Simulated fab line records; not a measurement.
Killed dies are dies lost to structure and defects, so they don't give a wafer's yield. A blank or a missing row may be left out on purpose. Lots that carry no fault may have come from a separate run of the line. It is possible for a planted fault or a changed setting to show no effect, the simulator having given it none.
Which tool did it? || flow gf180mcu || 12 lots with 36 wafers sampled at 4 steps, on a route of 602 steps

WHAT THE GAUGES SHOWED, per wafer
GF_M2_CD_MEAS_14 targets a cd of 280 nm.
{"lot": "L929", "measured": "day 19 09:27", "on": "cd-sem-01", "cd-nm (nm)": "279.0 281.0 281.2"}
{"lot": "L930", "measured": "day 19 17:02", "on": "cd-sem-01", "cd-nm (nm)": "278.9 278.6 279.9"}
{"lot": "L931", "measured": "day 20 04:48", "on": "cd-sem-02", "cd-nm (nm)": "280.9 282.8 282.2"}
{"lot": "L935", "measured": "day 21 15:50", "on": "cd-sem-01", "cd-nm (nm)": "281.1 280.3 280.5"}
{"lot": "L940", "measured": "day 23 16:37", "on": "cd-sem-02", "cd-nm (nm)": "278.1 279.0 279.6"}
{"lot": "L941", "measured": "day 23 20:40", "on": "cd-sem-01", "cd-nm (nm)": "282.2 283.3 281.6"}
{"lot": "L942", "measured": "day 24 06:31", "on": "cd-sem-01", "cd-nm (nm)": "281.0 282.3 282.7"}
{"lot": "L946", "measured": "day 25 15:33", "on": "cd-sem-02", "cd-nm (nm)": "278.8 279.7 279.2"}
{"lot": "L949", "measured": "day 26 10:05", "on": "cd-sem-01", "cd-nm (nm)": "280.9 281.4 280.3"}
{"lot": "L950", "measured": "day 26 19:10", "on": "cd-sem-02", "cd-nm (nm)": "279.0 277.8 277.3"}
{"lot": "L951", "measured": "day 27 00:04", "on": "cd-sem-02", "cd-nm (nm)": "279.7 280.6 279.8"}
{"lot": "L952", "measured": "day 27 08:33", "on": "cd-sem-02", "cd-nm (nm)": "281.4 280.6 280.4"}

GF_V2_CD_MEAS_14 targets a cd of 260 nm.
{"lot": "L929", "measured": "day 20 10:55", "on": "cd-sem-01", "cd-nm (nm)": "260.9 261.0 259.9"}
{"lot": "L930", "measured": "day 20 18:56", "on": "cd-sem-01", "cd-nm (nm)": "257.0 258.5 259.0"}
{"lot": "L931", "measured": "day 21 07:04", "on": "cd-sem-02", "cd-nm (nm)": "261.8 261.4 260.8"}
{"lot": "L935", "measured": "day 22 16:33", "on": "cd-sem-01", "cd-nm (nm)": "258.9 259.8 259.7"}
{"lot": "L940", "measured": "day 24 16:31", "on": "cd-sem-02", "cd-nm (nm)": "258.2 257.2 257.2"}
{"lot": "L941", "measured": "day 24 20:29", "on": "cd-sem-01", "cd-nm (nm)": "258.6 260.4 257.8"}
{"lot": "L942", "measured": "day 25 06:32", "on": "cd-sem-01", "cd-nm (nm)": "257.1 257.7 258.4"}
{"lot": "L946", "measured": "day 26 13:34", "on": "cd-sem-02", "cd-nm (nm)": "259.1 259.9 259.1"}
{"lot": "L949", "measured": "day 27 08:11", "on": "cd-sem-01", "cd-nm (nm)": "260.2 259.7 259.0"}
{"lot": "L950", "measured": "day 27 17:38", "on": "cd-sem-01", "cd-nm (nm)": "259.7 259.5 258.6"}
{"lot": "L951", "measured": "day 27 22:44", "on": "cd-sem-02", "cd-nm (nm)": "260.0 259.0 259.3"}
{"lot": "L952", "measured": "day 28 05:48", "on": "cd-sem-01", "cd-nm (nm)": "261.2 261.3 262.0"}

GF_V3_THK_MEAS_03.
{"lot": "L929", "measured": "day 21 14:14", "on": "film-metro-03", "V3_CVD_02_THK (nm)": "847 847 855"}
{"lot": "L930", "measured": "day 21 21:34", "on": "film-metro-04", "V3_CVD_02_THK (nm)": "841 838 849"}
{"lot": "L931", "measured": "day 22 09:53", "on": "film-metro-04", "V3_CVD_02_THK (nm)": "1005 1016 1020"}
{"lot": "L935", "measured": "day 23 18:18", "on": "film-metro-03", "V3_CVD_02_THK (nm)": "989 1019 1013"}
{"lot": "L940", "measured": "day 25 17:40", "on": "film-metro-02", "V3_CVD_02_THK (nm)": "849 859 862"}
{"lot": "L941", "measured": "day 25 20:42", "on": "film-metro-02", "V3_CVD_02_THK (nm)": "846 871 859"}
{"lot": "L942", "measured": "day 26 06:50", "on": "film-metro-03", "V3_CVD_02_THK (nm)": "842 860 848"}
{"lot": "L946", "measured": "day 27 12:38", "on": "film-metro-03", "V3_CVD_02_THK (nm)": "844 862 849"}
{"lot": "L949", "measured": "day 28 07:11", "on": "film-metro-03", "V3_CVD_02_THK (nm)": "857 868 862"}
{"lot": "L950", "measured": "day 28 16:11", "on": "film-metro-02", "V3_CVD_02_THK (nm)": "838 853 855"}
{"lot": "L951", "measured": "day 28 21:03", "on": "film-metro-02", "V3_CVD_02_THK (nm)": "843 870 856"}
{"lot": "L952", "measured": "day 29 04:14", "on": "film-metro-04", "V3_CVD_02_THK (nm)": "847 860 869"}

WHICH TOOL RAN EACH LOT (tool, then ch and the chambers of the sampled wafers, then the start)
{"lot": "L929", "GF_V3_CVD_02": "pecvd-01 ch 0,1,2, day 21 14:10"}
{"lot": "L930", "GF_V3_CVD_02": "pecvd-01 ch 0,2, day 21 21:29"}
{"lot": "L931", "GF_V3_CVD_02": "pecvd-01 ch 0,2, day 22 09:48"}
{"lot": "L935", "GF_V3_CVD_02": "pecvd-01 ch 0,1,2, day 23 18:14"}
{"lot": "L940", "GF_V3_CVD_02": "pecvd-03 ch 0,2, day 25 17:35"}
{"lot": "L941", "GF_V3_CVD_02": "pecvd-01 ch 0,1,2, day 25 20:37"}
{"lot": "L942", "GF_V3_CVD_02": "pecvd-02 ch 0,1, day 26 06:45"}
{"lot": "L946", "GF_V3_CVD_02": "pecvd-03 ch 1,2, day 27 12:34"}
{"lot": "L949", "GF_V3_CVD_02": "pecvd-01 ch 0,1,2, day 28 07:05"}
{"lot": "L950", "GF_V3_CVD_02": "pecvd-01 ch 0,1,2, day 28 16:07"}
{"lot": "L951", "GF_V3_CVD_02": "pecvd-01 ch 0,2, day 28 20:58"}
{"lot": "L952", "GF_V3_CVD_02": "pecvd-01 ch 0,2, day 29 04:10"}
- GF_V3_CVD_02: deposits SiO2 from TEOS, target thk 850 nm, time 94.851 s.

WHAT THE TOOLS THEMSELVES READ (means of the sampled wafers that have a number; where no wafer has one, the mark that the record gives instead)
GF_V3_CVD_02.
{"lot": "L929", "tool": "pecvd-01", "heater-power-w (W)": 586}
{"lot": "L930", "tool": "pecvd-01", "heater-power-w (W)": 596}
{"lot": "L931", "tool": "pecvd-01", "heater-power-w (W)": 589}
{"lot": "L935", "tool": "pecvd-01", "heater-power-w (W)": 553}
{"lot": "L940", "tool": "pecvd-03", "heater-power-w (W)": 685}
{"lot": "L941", "tool": "pecvd-01", "heater-power-w (W)": 597}
{"lot": "L942", "tool": "pecvd-02", "heater-power-w (W)": 659}
{"lot": "L946", "tool": "pecvd-03", "heater-power-w (W)": 582}
{"lot": "L949", "tool": "pecvd-01", "heater-power-w (W)": 643}
{"lot": "L950", "tool": "pecvd-01", "heater-power-w (W)": 623}
{"lot": "L951", "tool": "pecvd-01", "heater-power-w (W)": 609}
{"lot": "L952", "tool": "pecvd-01", "heater-power-w (W)": 637}

THE ANSWER, worked out from the rows above alone
Rule: usual is defined by the lots themselves. The widest of any qualifying gaps counts: lots, ordered by their means at a reading, are off when they make up no more than a third of the lots, leave a main group of 4 or more, and stand apart from it by 3 or more times the standard deviation of that group's means. The tables above print the reading to a certain number of digits; a main group whose means all agree to those digits is not used. Also off: a lot with no number at a reading for which 4 or more lots have one. Any other lot the step has rows for is counted as sound. First the gauges in route order, then the tools' own readings, where a lot's mean is used as printed above. The first step at which some lot is off is used, and at that step the reading that is off furthest; a lot without a number counts as furthest.
Off: L931, L935, at GF_V3_THK_MEAS_03 (V3_CVD_02_THK). The main group has a mean of 854 nm with a standard deviation of 5.7.
A tool fits if, at a process step before that reading, it ran every lot that is off, and no sound lot after the first of them. Gauges at GF_V3_THK_MEAS_03: tried the same way as those tools. None of those tried fits.

WHAT THE SIMULATOR PUT IN
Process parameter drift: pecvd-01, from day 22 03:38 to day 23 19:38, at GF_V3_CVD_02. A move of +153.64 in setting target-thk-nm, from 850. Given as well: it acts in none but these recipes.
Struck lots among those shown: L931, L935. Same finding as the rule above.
